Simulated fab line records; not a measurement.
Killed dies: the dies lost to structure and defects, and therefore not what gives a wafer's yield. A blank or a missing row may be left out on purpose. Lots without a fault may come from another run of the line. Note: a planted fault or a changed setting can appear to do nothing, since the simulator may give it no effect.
fab line records	flow gf180mcu
[record] lots = 12	wafers = 36	last_day = 33
route steps=602 shown POLY_GATE@167 HV_LDD@212
lots with no fault: from the same line, run without faults
start_h: hours from the record's opening day to when the first of the lot's shown wafers began	wait_h: time in hours since the lot's previous step	" same as the row above	L1.1+2: a row that stands for several wafers	- no value, or no start was given	* or withheld: withheld	< > ~ a bound
route shown NAME@n: a module of which the file shows steps, and the number in the route of the first	usual: mean and standard deviation over wafers with no fault	same: alike in all rows	chamber/n: place in a boat	sites: readings site by site	_std_site: the standard deviation of these	_edge_site: mean of outer sites minus mean of inner sites	radius_mm: for every site, how far away it sits from the centre of the wafer	mask NAME#n: copy n	behind: tool/chamber where the wafer was last shaped	hold: what put the lot on hold/how long, in hours/how the hold closed	device: the n, p or np transistor that did not switch	end of line: tests of these same wafers at the route's end	where a step has no rows: the recipe by itself	killed: the dies lost at the first sort to structure and to defects; this is not the yield of the wafer	map: a wafer's dies, marking killed ones x, the rest . and places with no die _
set.NAME: the setting the step ran with; set.NAME@STEP: the setting that earlier step ran with	model.NAME: the simulator's own value behind a step, which no gauge read
one table for each step of the route and one row for each wafer, over a sample of lots
services: from which hour (start_h, from the record's first day; less than 0 if before it) a tool's chamber was out of use, for how many hours, and why
[[steps]]
[step GF_POLY_GATE_CD_MEAS_10]
[recipe] target_cd_nm = 280
[usual] cd_nm = 279.8/1.3
lot.wafer	tool	chamber	start_h	wait_h	cd_nm
L841.2	cd_sem-02	-	227.78	0.1	280.9
L841.3	"	-	"	"	280.2
L841.4	"	-	"	"	279.4
L842.2	cd_sem-02	-	230.73	0.1	280.5
L842.3	"	-	"	"	280.0
L842.4	"	-	"	"	282.0
L844.1	cd_sem-02	-	248.41	0.1	280.0
L844.4	"	-	"	"	280.2
L844.5	"	-	"	"	280.1
L845.1	cd_sem-02	-	253.36	0.1	279.6
L845.4	"	-	"	"	279.8
L845.6	"	-	"	"	279.6
L846.2	cd_sem-02	-	258.30	0.1	283.5
L846.3	"	-	"	"	282.0
L846.4	"	-	"	"	282.8
L847.1	cd_sem-02	-	266.16	0.1	278.9
L847.2	"	-	"	"	280.6
L847.4	"	-	"	"	280.8
L848.2	cd_sem-01	-	274.98	0.1	280.6
L848.4	"	-	"	"	281.4
L848.6	"	-	"	"	280.4
L849.1	cd_sem-01	-	283.76	0.1	278.0
L849.2	"	-	"	"	279.4
L849.4	"	-	"	"	279.8
L850.2	cd_sem-01	-	289.38	0.1	279.0
L850.3	"	-	"	"	279.7
L850.6	"	-	"	"	279.8
L851.4	cd_sem-02	-	293.67	0.1	280.1
L851.5	"	-	"	"	281.0
L851.6	"	-	"	"	282.1
L853.1	cd_sem-02	-	310.61	0.1	282.0
L853.2	"	-	"	"	279.0
L853.5	"	-	"	"	279.5
L855.3	cd_sem-02	-	331.00	0.1	277.2
L855.5	"	-	"	"	278.6
L855.6	"	-	"	"	277.0
[step GF_POLY_GATE_ETCH_12]
[recipe] chemistry = N2/H2	target_depth_a = withheld	overetch_a = withheld	time_s = withheld	target = BARC	ion_energy_ev = 200	source_w = 500	bias_w = 100	pressure_mtorr = 30	n2_flow_sccm = 100	h2_flow_sccm = 200
[usual] drypump_motor_current_A = 5.7/0.47	oes_product_au = 0.735/0.0045	throttle_valve_pct = 13.213/0.0093
lot.wafer	tool	chamber	start_h	wait_h	drypump_motor_current_A	oes_product_au	throttle_valve_pct
L841.2	rie_diel-01	2	227.92	0.0	5.7	0.738	13.218
L841.3	"	1	"	"	5.2	0.742	13.218
L841.4	"	3	"	"	5.9	0.745	13.219
L842.2	rie_diel-03	1	230.87	0.0	5.1	0.734	13.210
L842.3	"	3	"	"	6.6	0.731	13.225
L842.4	"	1	"	"	5.1	0.735	13.233
L844.1	rie_diel-04	1	248.57	0.0	5.5	0.740	13.220
L844.4	"	0	"	"	5.2	0.736	13.203
L844.5	"	2	"	"	5.5	0.733	13.222
L845.1	rie_diel-03	3	253.52	0.0	6.6	0.733	13.223
L845.4	"	1	"	"	5.1	0.736	13.204
L845.6	"	3	"	"	6.6	0.735	13.219
L846.2	rie_diel-01	2	258.44	0.0	5.7	0.728	13.210
L846.3	"	0	"	"	6.3	0.736	13.225
L846.4	"	1	"	"	5.2	0.737	13.214
L847.1	rie_diel-03	1	266.32	0.0	5.2	0.734	13.208
L847.2	"	2	"	"	6.6	0.732	13.226
L847.4	"	3	"	"	6.6	0.735	13.216
L848.2	rie_diel-03	0	275.12	0.0	5.7	0.730	13.204
L848.4	"	2	"	"	6.6	0.740	13.211
L848.6	"	2	"	"	6.6	0.739	13.203
L849.1	rie_diel-04	2	283.92	0.0	5.5	0.735	13.222
L849.2	"	3	"	"	5.8	0.737	13.215
L849.4	"	1	"	"	5.5	0.731	13.232
L850.2	rie_diel-01	1	289.52	0.0	5.2	0.743	13.210
L850.3	"	0	"	"	6.3	0.734	13.217
L850.6	"	3	"	"	5.9	0.734	13.214
L851.4	rie_diel-04	0	293.77	0.0	5.3	0.734	13.213
L851.5	"	1	"	"	5.5	0.731	13.211
L851.6	"	2	"	"	5.5	0.732	13.239
L853.1	rie_diel-04	0	310.77	0.0	5.2	0.733	13.205
L853.2	"	1	"	"	5.5	0.746	13.212
L853.5	"	0	"	"	5.3	0.731	13.216
L855.3	rie_diel-03	0	331.12	0.0	5.7	0.735	13.203
L855.5	"	3	"	"	6.6	0.740	13.207
L855.6	"	0	"	"	5.7	0.744	13.212
[step GF_HV_LDD_IMPLANT_36]
[recipe] species = P	energy_kev = 60	dose_cm2 = 7.5e+12	tilt_deg = 30	rotation_deg = 270
[usual] beam_on_s = 9.97/0.2	dose_ions_cm2 = 7.501e+12/8.1e+09	faraday_current_uA = 42.4/0.84
lot.wafer	tool	chamber	start_h	wait_h	beam_on_s	dose_ions_cm2	faraday_current_uA
L841.2	implanter-03	0	287.75	0.1	9.76	7.515e+12	43.3
L841.3	"	0	"	"	10.19	7.505e+12	41.8
L841.4	"	0	"	"	9.87	7.507e+12	42.7
L842.2	implanter-01	0	292.25	0.1	10.42	7.512e+12	40.6
L842.3	"	0	"	"	9.80	7.505e+12	42.9
L842.4	"	0	"	"	10.29	7.506e+12	40.9
L844.1	implanter-01	0	310.15	0.1	10.16	7.494e+12	41.6
L844.4	"	0	"	"	10.21	7.497e+12	41.4
L844.5	"	0	"	"	10.08	7.487e+12	41.9
L845.1	implanter-04	0	315.62	0.1	9.55	7.511e+12	44.2
L845.4	"	0	"	"	9.92	7.51e+12	42.8
L845.6	"	0	"	"	10.08	7.515e+12	42.0
L846.2	implanter-04	0	321.07	0.1	10.03	7.499e+12	42.4
L846.3	"	0	"	"	10.07	7.494e+12	42.0
L846.4	"	0	"	"	9.60	7.497e+12	44.1
L847.1	implanter-04	0	330.45	0.1	9.84	7.509e+12	42.8
L847.2	"	0	"	"	10.03	7.512e+12	42.1
L847.4	"	0	"	"	10.20	7.512e+12	41.6
L848.2	implanter-01	0	339.11	0.1	9.86	7.501e+12	42.9
L848.4	"	0	"	"	10.04	7.502e+12	42.2
L848.6	"	0	"	"	9.87	7.492e+12	42.9
L849.1	implanter-01	0	347.10	0.1	10.23	7.513e+12	41.4
L849.2	"	0	"	"	9.97	7.498e+12	42.4
L849.4	"	0	"	"	9.93	7.508e+12	42.7
L850.2	implanter-04	0	354.22	0.1	10.04	7.495e+12	42.1
L850.3	"	0	"	"	9.82	7.499e+12	43.1
L850.6	"	0	"	"	9.90	7.489e+12	42.6
L851.4	implanter-03	0	362.69	0.1	10.06	7.499e+12	42.2
L851.5	"	0	"	"	10.10	7.497e+12	41.8
L851.6	"	0	"	"	10.13	7.512e+12	41.8
L853.1	implanter-03	0	377.45	0.1	9.82	1.0181e+13	58.5
L853.2	"	0	"	"	9.91	1.0195e+13	57.6
L853.5	"	0	"	"	10.13	1.0196e+13	56.5
L855.3	implanter-03	0	399.02	0.1	10.19	1.0189e+13	56.6
L855.5	"	0	"	"	9.96	1.0183e+13	57.5
L855.6	"	0	"	"	10.06	1.0182e+13	57.1
[step GF_HV_LDD_TW_MEAS_38]
[usual] HV_LDD_3_TW = 1438/7.3
lot.wafer	tool	chamber	start_h	wait_h	HV_LDD_3_TW
L841.2	film_metro-03	-	287.98	0.1	1436
L841.3	"	-	"	"	1433
L841.4	"	-	"	"	1427
L842.2	film_metro-03	-	292.48	0.1	1431
L842.3	"	-	"	"	1432
L842.4	"	-	"	"	1424
L844.1	film_metro-01	-	310.40	0.1	1438
L844.4	"	-	"	"	1435
L844.5	"	-	"	"	1438
L845.1	film_metro-01	-	315.87	0.1	1437
L845.4	"	-	"	"	1437
L845.6	"	-	"	"	1449
L846.2	film_metro-01	-	321.31	0.1	1446
L846.3	"	-	"	"	1442
L846.4	"	-	"	"	1447
L847.1	film_metro-03	-	330.70	0.1	1453
L847.2	"	-	"	"	1438
L847.4	"	-	"	"	1444
L848.2	film_metro-01	-	339.34	0.1	1444
L848.4	"	-	"	"	1446
L848.6	"	-	"	"	1447
L849.1	film_metro-02	-	347.35	0.1	1424
L849.2	"	-	"	"	1422
L849.4	"	-	"	"	1424
L850.2	film_metro-03	-	354.46	0.1	1444
L850.3	"	-	"	"	1443
L850.6	"	-	"	"	1439
L851.4	film_metro-03	-	362.90	0.1	1450
L851.5	"	-	"	"	1447
L851.6	"	-	"	"	1448
L853.1	film_metro-03	-	377.70	0.1	1485
L853.2	"	-	"	"	1484
L853.5	"	-	"	"	1488
L855.3	film_metro-02	-	399.24	0.1	1480
L855.5	"	-	"	"	1479
L855.6	"	-	"	"	1476
[step GF_HV_LDD_STRIP_49]
[recipe] chemistry = O2/N2	power_w = 1400	pressure_mtorr = 1500	platen_temp_c = 250	o2_flow_sccm = 3000	n2_flow_sccm = 300	overash_fraction = 0.5
[usual] drypump_motor_current_A = 5.3/0.31	heater_power_w = 356/47	oes_product_au = 0.716/0.0041	strip_time_to_endpoint_s = 12.61/0.037
lot.wafer	tool	chamber	start_h	wait_h	drypump_motor_current_A	heater_power_w	oes_product_au	rf_hours_counter_h	strip_time_to_endpoint_s
L841.2	plasma_asher-02	1	308.69	0.1	5.5	325	0.713	19	12.60
L841.3	"	1	"	"	5.5	326	0.706	-	12.62
L841.4	"	0	"	"	5.5	398	0.718	-	12.60
L842.2	plasma_asher-02	0	312.71	0.1	5.6	397	0.718	19	12.61
L842.3	"	0	"	"	5.5	395	0.727	-	12.57
L842.4	"	1	"	"	5.5	323	0.713	-	12.60
L844.1	plasma_asher-03	0	331.10	0.1	5.0	331	0.709	66	12.61
L844.4	"	0	"	"	5.0	326	0.710	-	12.59
L844.5	"	0	"	"	5.0	329	0.717	-	12.63
L845.1	plasma_asher-01	1	337.27	0.1	5.7	278	0.720	58	12.59
L845.4	"	1	"	"	5.7	280	0.712	-	12.68
L845.6	"	0	"	"	5.7	440	0.717	-	12.65
L846.2	plasma_asher-02	1	342.73	0.1	5.5	322	0.714	23	12.55
L846.3	"	0	"	"	5.6	400	0.711	-	12.58
L846.4	"	1	"	"	5.5	320	0.711	-	12.61
L847.1	plasma_asher-02	1	352.27	0.1	5.5	329	0.717	24	12.62
L847.2	"	0	"	"	5.6	399	0.709	24	12.66
L847.4	"	0	"	"	5.6	405	0.714	-	12.62
L848.2	plasma_asher-02	0	361.07	0.1	5.6	402	0.724	25	12.60
L848.4	"	1	"	"	5.5	322	0.714	-	12.58
L848.6	"	0	"	"	5.6	403	0.720	-	12.60
L849.1	plasma_asher-02	0	368.88	0.1	5.5	395	0.718	26	12.63
L849.2	"	1	"	"	5.5	321	0.714	26	12.60
L849.4	"	0	"	"	5.6	393	0.714	-	12.61
L850.2	plasma_asher-03	0	375.90	0.1	5.0	334	0.722	70	12.61
L850.3	"	0	"	"	5.0	329	0.720	-	12.61
L850.6	"	1	"	"	5.0	364	0.715	-	12.62
L851.4	plasma_asher-03	1	385.57	0.1	5.0	380	0.715	-	12.57
L851.5	"	0	"	"	5.0	341	0.715	-	12.54
L851.6	"	1	"	"	5.0	368	0.714	-	12.56
L853.1	plasma_asher-02	0	399.93	0.2	5.5	398	0.709	27	12.66
L853.2	"	1	"	"	5.5	318	0.717	27	12.64
L853.5	"	1	"	"	5.5	319	0.726	-	12.65
L855.3	plasma_asher-02	0	423.07	0.1	5.5	398	0.720	-	12.65
L855.5	"	0	"	"	5.6	402	0.719	-	12.65
L855.6	"	1	"	"	5.5	329	0.718	-	12.65
[step GF_HV_LDD_RS_MEAS_53]
[recipe] thk_meas_gauge = four-point-probe
[usual] HV_LDD_RS = 418.3/0.99
lot.wafer	tool	chamber	start_h	wait_h	HV_LDD_RS[ohm/sq]
L841.2	film_metro-01	-	308.98	0.1	418.1
L841.3	"	-	"	"	417.9
L841.4	"	-	"	"	418.7
L842.2	film_metro-02	-	313.01	0.1	419.1
L842.3	"	-	"	"	419.0
L842.4	"	-	"	"	417.8
L844.1	film_metro-02	-	331.38	0.1	416.7
L844.4	"	-	"	"	416.5
L844.5	"	-	"	"	417.6
L845.1	film_metro-02	-	337.55	0.1	418.5
L845.4	"	-	"	"	419.0
L845.6	"	-	"	"	419.4
L846.2	film_metro-02	-	343.08	0.1	419.1
L846.3	"	-	"	"	418.7
L846.4	"	-	"	"	418.5
L847.1	film_metro-01	-	352.55	0.1	417.1
L847.2	"	-	"	"	417.3
L847.4	"	-	"	"	417.6
L848.2	film_metro-02	-	361.37	0.1	417.6
L848.4	"	-	"	"	417.3
L848.6	"	-	"	"	417.0
L849.1	film_metro-02	-	369.16	0.1	417.3
L849.2	"	-	"	"	417.4
L849.4	"	-	"	"	417.3
L850.2	film_metro-03	-	376.27	0.1	419.2
L850.3	"	-	"	"	419.1
L850.6	"	-	"	"	418.0
L851.4	film_metro-01	-	385.94	0.1	419.3
L851.5	"	-	"	"	419.2
L851.6	"	-	"	"	418.2
L853.1	film_metro-01	-	400.21	0.1	412.7
L853.2	"	-	"	"	413.0
L853.5	"	-	"	"	412.9
L855.3	film_metro-01	-	423.35	0.1	411.1
L855.5	"	-	"	"	412.0
L855.6	"	-	"	"	411.9
[[services]]
tool	chamber	start_h	hours	kind
plasma_asher-02	-	205.76	2.7	repair
implanter-03	-	206.26	3.6	pm
rie_diel-04	0	209.46	4.1	repair
implanter-03	-	278.34	3.0	repair
implanter-01	-	301.12	0.6	repair
rie_diel-03	2	317.88	25.8	repair
implanter-01	-	319.48	4.9	pm
rie_diel-04	1	325.18	6.7	repair
rie_diel-03	3	339.86	3.7	repair
rie_diel-01	-	346.38	2.8	pm
implanter-03	-	353.78	1.3	repair
rie_diel-04	0	359.97	5.9	repair
plasma_asher-02	-	374.45	14.6	pm
rie_diel-01	0	376.45	7.4	repair
rie_diel-03	2	378.52	7.6	repair
rie_diel-04	-	381.66	2.8	pm
rie_diel-04	3	398.07	3.3	repair
rie_diel-04	2	398.86	46.9	repair
plasma_asher-02	-	404.87	4.0	pm
plasma_asher-03	-	410.89	0.7	repair
implanter-03	-	411.97	5.4	pm
plasma_asher-02	-	413.05	6.8	repair
implanter-01	-	418.91	3.9	pm
plasma_asher-03	-	421.25	9.0	pm
[[key]]
[first_sign] step = GF_HV_LDD_IMPLANT_36	reading = dose_ions_cm2	direction = up	sigmas = 99+	usual = 7.501e+12	struck = 1.0188e+13
[effect] step = GF_HV_LDD_IMPLANT_36	reading = faraday_current_uA	direction = up	sigmas = 18	usual = 42.4	struck = 57.3
[effect] step = GF_HV_LDD_TW_MEAS_38	reading = HV_LDD_3_TW	direction = up	sigmas = 5.9	usual = 1438	struck = 1482
[effect] step = GF_HV_LDD_RS_MEAS_53	reading = HV_LDD_RS	direction = down	sigmas = 6.1	usual = 418.3	struck = 412.3
met_at GF_HV_LDD_IMPLANT_36
struck_lots L853,L855
tester_left_out L853,L855
not_acting_at GF_POLY_GATE_CD_MEAS_10,GF_POLY_GATE_ETCH_12,GF_HV_LDD_STRIP_49
onset_between 362.69 377.45
[fault] kind = process_parameter_drift	tool = implanter-03	chamber = -	onset_h = 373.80	steps = GF_HV_LDD_IMPLANT_36	channel = dose_cm2	offset = 2.6884e+12	shape = step	end_h = 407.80	acts_in = these_recipes_only	stated = 7.5e+12
// tester_left_out: of these lots the tester's yield and bins aren't shown, on N5 and GAA mostly nor the transistor test; their killed dies are dies lost to structure and defects alone, not to doping, threshold or leakage, so they don't give the yield
